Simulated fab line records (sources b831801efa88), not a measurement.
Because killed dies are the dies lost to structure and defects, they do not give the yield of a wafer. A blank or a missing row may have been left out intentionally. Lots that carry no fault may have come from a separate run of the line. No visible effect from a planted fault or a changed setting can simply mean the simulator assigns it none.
Which tool was responsible?    flow sky130    33 wafers from 11 lots sampled at 7 of the route's 708 steps

## WHAT THE GAUGES READ, wafer by wafer
SKY_FIELD_ISO_CD_MEAS_13: target cd 150 nm.
lot   measured     on        cdNm (nm)
L854  day 2 15:47  cdSem-01  147.8 147.5 148.2
L855  day 2 20:53  cdSem-01  149.5 150.2 151.3
L856  day 3 00:48  cdSem-01  150.5 149.5 149.3
L857  day 3 07:43  cdSem-02  151.1 149.5 150.9
L859  day 3 22:14  cdSem-01  153.2 152.4 151.7
L864  day 4 21:47  cdSem-02  152.1 152.0 150.6
L867  day 5 10:43  cdSem-02  152.5 152.8 153.2
L868  day 5 16:08  cdSem-02  147.5 148.3 148.0
L872  day 6 15:37  cdSem-02  149.1 149.3 147.9
L873  day 6 20:29  cdSem-02  151.3 150.8 151.5
L875  day 7 06:45  cdSem-02  150.0 150.1 152.4

SKY_RES_XHIGH_TW_MEAS_09.
lot   measured      on            RES_XHIGH_TW
L854  day 27 23:10  filmMetro-02  1643 1647 1660
L855  day 28 07:06  filmMetro-01  1690 1688 1675
L856  day 28 00:26  filmMetro-02  1658 1662 1651
L857  day 29 00:29  filmMetro-02  1649 1653 1653
L859  day 30 01:11  filmMetro-02  1657 1659 1663
L864  day 32 03:51  filmMetro-02  1403 1399 1398
L867  day 32 09:47  filmMetro-03  1385 1387 1393
L868  day 32 07:27  filmMetro-02  1404 1407 1407
L872  day 33 12:35  filmMetro-03  1644 1641 1652
L873  day 33 16:15  filmMetro-03  1644 1642 1642
L875  day 34 13:35  filmMetro-03  1640 1643 1654

SKY_SD_N_RS_MEAS_18: a four-point-probe measurement.
lot   measured      on            RES_XHIGH_RS (ohm/sq)
L854  day 29 03:44  filmMetro-01  333.4 332.6 332.0
L855  day 29 11:37  filmMetro-01  334.0 335.4 334.2
L856  day 29 05:53  filmMetro-01  333.5 332.6 334.8
L857  day 30 06:12  filmMetro-03  332.8 332.4 334.1
L859  day 31 06:08  filmMetro-02  334.2 333.0 332.9
L864  day 33 07:39  filmMetro-01  527.2 524.0 529.3
L867  day 33 13:25  filmMetro-03  529.0 527.8 529.0
L868  day 33 11:31  filmMetro-02  526.8 526.1 524.2
L872  day 34 16:02  filmMetro-02  333.0 332.9 333.7
L873  day 34 19:22  filmMetro-02  333.4 333.9 334.0
L875  day 35 17:31  filmMetro-03  335.0 333.7 333.3

SKY_VIA1_BOW_MEAS_03.
lot   measured      on            VIA1_BOW (um)
L854  day 34 00:35  filmMetro-01  75 82 70
L855  day 34 08:17  filmMetro-02  81 89 88
L856  day 34 04:20  filmMetro-01  82 80 75
L857  day 35 04:05  filmMetro-01  74 81 78
L859  day 36 01:17  filmMetro-03  88 75 77
L864  day 37 23:30  filmMetro-01  84 85 76
L867  day 38 04:54  filmMetro-01  83 89 75
L868  day 38 04:39  filmMetro-01  93 72 88
L872  day 39 08:33  filmMetro-02  91 82 89
L873  day 39 08:58  filmMetro-02  96 91 88
L875  day 40 05:47  filmMetro-01  80 77 100

SKY_VIA1_CD_MEAS_12: target cd 150 nm.
lot   measured      on        cdNm (nm)
L854  day 35 03:21  cdSem-01  149.6 151.7 150.3
L855  day 35 11:08  cdSem-02  151.2 150.3 151.6
L856  day 35 06:58  cdSem-01  150.0 150.7 151.8
L857  day 36 06:29  cdSem-02  148.6 148.7 149.2
L859  day 37 03:15  cdSem-01  149.8 150.3 151.6
L864  day 39 01:09  cdSem-02  151.1 150.1 150.1
L867  day 39 05:54  cdSem-01  151.8 153.0 153.2
L868  day 39 05:35  cdSem-02  149.8 148.7 149.8
L872  day 40 09:09  cdSem-01  149.0 148.5 150.2
L873  day 40 09:32  cdSem-01  148.4 146.8 148.2
L875  day 41 05:28  cdSem-01  149.3 148.4 146.9

## TOOL THAT RAN EACH LOT (tool first, then ch and the chambers of the sampled wafers, then the start)
lot   SKY_RES_XHIGH_IMPLANT_07         SKY_RES_XHIGH_STRIP_08
L854  implanter-03 ch 0, day 27 22:57  plasmaAsher-02 ch 0,1, day 27 23:05
L855  implanter-04 ch 0, day 28 06:51  plasmaAsher-01 ch 0, day 28 07:00
L856  implanter-04 ch 0, day 28 00:12  plasmaAsher-03 ch 0,1, day 28 00:20
L857  implanter-02 ch 0, day 29 00:14  plasmaAsher-02 ch 0, day 29 00:23
L859  implanter-02 ch 0, day 30 00:56  plasmaAsher-01 ch 0,1, day 30 01:05
L864  implanter-04 ch 0, day 32 03:36  plasmaAsher-02 ch 0,1, day 32 03:45
L867  implanter-04 ch 0, day 32 09:32  plasmaAsher-03 ch 0, day 32 09:41
L868  implanter-04 ch 0, day 32 07:14  plasmaAsher-01 ch 0,1, day 32 07:22
L872  implanter-03 ch 0, day 33 12:20  plasmaAsher-03 ch 0,1, day 33 12:29
L873  implanter-02 ch 0, day 33 16:02  plasmaAsher-01 ch 0,1, day 33 16:10
L875  implanter-03 ch 0, day 34 13:21  plasmaAsher-02 ch 0,1, day 34 13:29
- SKY_RES_XHIGH_IMPLANT_07
- SKY_RES_XHIGH_STRIP_08: strips in O2/N2.

## AS READ BY THE TOOLS THEMSELVES (means over the sampled wafers that have a number; for cases with no such wafer, the mark the record gives instead)
SKY_RES_XHIGH_IMPLANT_07.
lot   tool          beamOnS (s)  doseIonsCm2  faradayCurrentUA
L854  implanter-03  36           3.604e+14    559
L855  implanter-04  42           3.601e+14    480
L856  implanter-04  42           3.604e+14    482
L857  implanter-02  33           3.602e+14    618
L859  implanter-02  33           3.601e+14    606
L864  implanter-04  24           2.043e+14    473
L867  implanter-04  24           2.040e+14    470
L868  implanter-04  24           2.039e+14    478
L872  implanter-03  37           3.603e+14    543
L873  implanter-02  33           3.607e+14    607
L875  implanter-03  38           3.599e+14    532

SKY_RES_XHIGH_STRIP_08.
lot   tool            drypumpMotorCurrentA (A)  oesProductAu (a.u.)  stripTimeToEndpointS (s)
L854  plasmaAsher-02  5.3                       0.706                14.23
L855  plasmaAsher-01  5.8                       0.712                14.25
L856  plasmaAsher-03  5.7                       0.713                14.28
L857  plasmaAsher-02  5.1                       0.713                14.27
L859  plasmaAsher-01  5.2                       0.715                14.27
L864  plasmaAsher-02  5.2                       0.713                14.21
L867  plasmaAsher-03  5.3                       0.715                14.14
L868  plasmaAsher-01  5.4                       0.716                14.15
L872  plasmaAsher-03  5.5                       0.711                14.28
L873  plasmaAsher-01  5.2                       0.709                14.23
L875  plasmaAsher-02  5.3                       0.716                14.24

## THE ANSWER, worked out from the rows above alone
Rule: usual is defined by the lots themselves. The widest of any qualifying gaps counts: lots, ordered by their means at a reading, are off when they make up no more than a third of the lots, leave a main group of 4 or more, and stand apart from it by 3 or more times the standard deviation of that group's means. A main group is skipped when, at the precision printed for the reading in the tables above, its means are all equal. A lot without any number at a reading at which 4 lots or more have one is off too. The other lots that the step has rows for count as sound. Order of review: gauges by route order, followed by the tools' own readings, for which a lot's mean as printed above is used. At the first step where some lot is off, the reading lying furthest off is the one used; lots without a number count as furthest.
Off: L864, L867, L868, seen at SKY_RES_XHIGH_TW_MEAS_09 (RES_XHIGH_TW). Main group: mean 1655, sd 12.
If a tool, at a process step before that reading, ran all the lots that are off and no sound lot after the first of them, it fits. The gauges at SKY_RES_XHIGH_TW_MEAS_09 aren't tried: what is off there is off at SKY_RES_XHIGH_IMPLANT_07 too, on other tools, and a gauge's error can't cause that. One fits: SKY_RES_XHIGH_IMPLANT_07 on implanter-04. Its last sound lot is L855 (day 28 06:51), its first lot that is off L864 (day 32 03:36): a fault that began between those two fits.
On the lots that are off, the tool's own readings at SKY_RES_XHIGH_IMPLANT_07 differ by more than 5 times the standard deviation of the sound lots' means, which bears it out; doseIonsCm2 reads 2.041e+14 there versus 3.603e+14 on the sound lots.

## WHAT HAD BEEN PUT IN BY THE SIMULATOR
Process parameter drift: implanter-04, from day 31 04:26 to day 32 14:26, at SKY_RES_XHIGH_IMPLANT_07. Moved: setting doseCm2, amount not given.
Struck lots among those shown: L864, L867, L868. Same finding as the rule above.
